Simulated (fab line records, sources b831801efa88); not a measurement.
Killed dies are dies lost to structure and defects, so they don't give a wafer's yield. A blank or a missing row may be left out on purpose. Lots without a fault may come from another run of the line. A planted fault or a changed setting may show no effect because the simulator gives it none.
Tool commonality check | flow sky130 | 10 lots, 30 wafers sampled

WHY IT WAS OPENED
At SKY_POLY_GATE_THK_MEAS_01 the reading POLY_GATE_CVD_00_THK is flagged on 3 of 10 lots. Wafers without a fault read 179.9 nm, standard deviation 1.7.
Rule: a lot is flagged when every wafer of it that has a number lies more than 4 standard deviations from that mean, or none has a number. The other lots count as sound.

lot  | measured     | on            | POLY_GATE_CVD_00_THK (nm), wafer by wafer | flag
L573 | day 13 23:20 | film_metro-04 | 180.7 179.9 178.6                         |
L575 | day 14 19:08 | film_metro-02 | 181.5 180.9 180.6                         |
L578 | day 16 12:17 | film_metro-01 | 179.2 179.4 180.3                         |
L580 | day 17 05:08 | film_metro-01 | 178.3 179.4 178.7                         |
L581 | day 17 09:55 | film_metro-01 | 176.6 177.3 177.3                         |
L586 | day 18 18:55 | film_metro-02 | 179.5 178.8 179.5                         |
L587 | day 19 05:48 | film_metro-01 | 128.0 128.0 127.7                         | FLAGGED
L589 | day 19 15:36 | film_metro-02 | 128.2 128.5 127.3                         | FLAGGED
L588 | day 19 20:31 | film_metro-04 | 125.0 126.7 126.2                         | FLAGGED
L593 | day 22 13:22 | film_metro-01 | 182.3 181.7 181.4                         |
The numbers of the flagged lots are 127.3 nm on average: -52.6 nm against the usual, or -31 standard deviations.

WHICH TOOL RAN EACH LOT
The record holds 1 process step before the reading, out of a route of 708 steps. In each cell: the tool, then ch and the chambers that the sampled wafers went through, then the start.
lot  | flag    | SKY_POLY_GATE_CVD_00
L573 |         | lpcvd-01 ch 0, day 13 21:31
L575 |         | lpcvd-01 ch 0, day 14 17:55
L578 |         | lpcvd-01 ch 1, day 16 11:05
L580 |         | lpcvd-01 ch 1, day 17 03:56
L581 |         | lpcvd-01 ch 1, day 17 08:43
L586 |         | lpcvd-01 ch 0, day 18 17:43
L587 | FLAGGED | lpcvd-01 ch 1, day 19 04:35
L589 | FLAGGED | lpcvd-01 ch 1, day 19 14:23
L588 | FLAGGED | lpcvd-01 ch 0, day 19 19:17
L593 |         | lpcvd-01 ch 0, day 22 12:10
What these steps do:
- SKY_POLY_GATE_CVD_00: deposits poly-Si, target thk 180 nm, time 720 s.
- SKY_POLY_GATE_THK_MEAS_01

FLAGGED OVER TOTAL, TOOL BY TOOL (the gauges that took the reading come last)
step                      | tool          | lots run | flagged | share of the flagged lots | sound lots run after its first flagged lot
SKY_POLY_GATE_CVD_00      | lpcvd-01      | 10       | 3       | all                       | 1 (L593)
SKY_POLY_GATE_THK_MEAS_01 | film_metro-01 | 5        | 1       | some                      | 1 (L593)
SKY_POLY_GATE_THK_MEAS_01 | film_metro-02 | 3        | 1       | some                      | 0
SKY_POLY_GATE_THK_MEAS_01 | film_metro-04 | 2        | 1       | some                      | 0

WHAT THE TABLE ALLOWS
1 row of the table ran every flagged lot: lpcvd-01 at SKY_POLY_GATE_CVD_00.
- lpcvd-01 at SKY_POLY_GATE_CVD_00: 3 of its 10 lots flagged. Sound lots ran on it after the first flagged one (L593), which a lasting fault on the whole tool wouldn't allow. Its own readings lie more than 4 standard deviations out on every wafer of the flagged lots: spike_tc_centre_C, spike_tc_lower_C, spike_tc_top_C, spike_tc_upper_C, susceptor_temp_C.
No row of the table ran every flagged lot and no sound lot after the first.

WHAT THE SIMULATOR HAD PUT IN
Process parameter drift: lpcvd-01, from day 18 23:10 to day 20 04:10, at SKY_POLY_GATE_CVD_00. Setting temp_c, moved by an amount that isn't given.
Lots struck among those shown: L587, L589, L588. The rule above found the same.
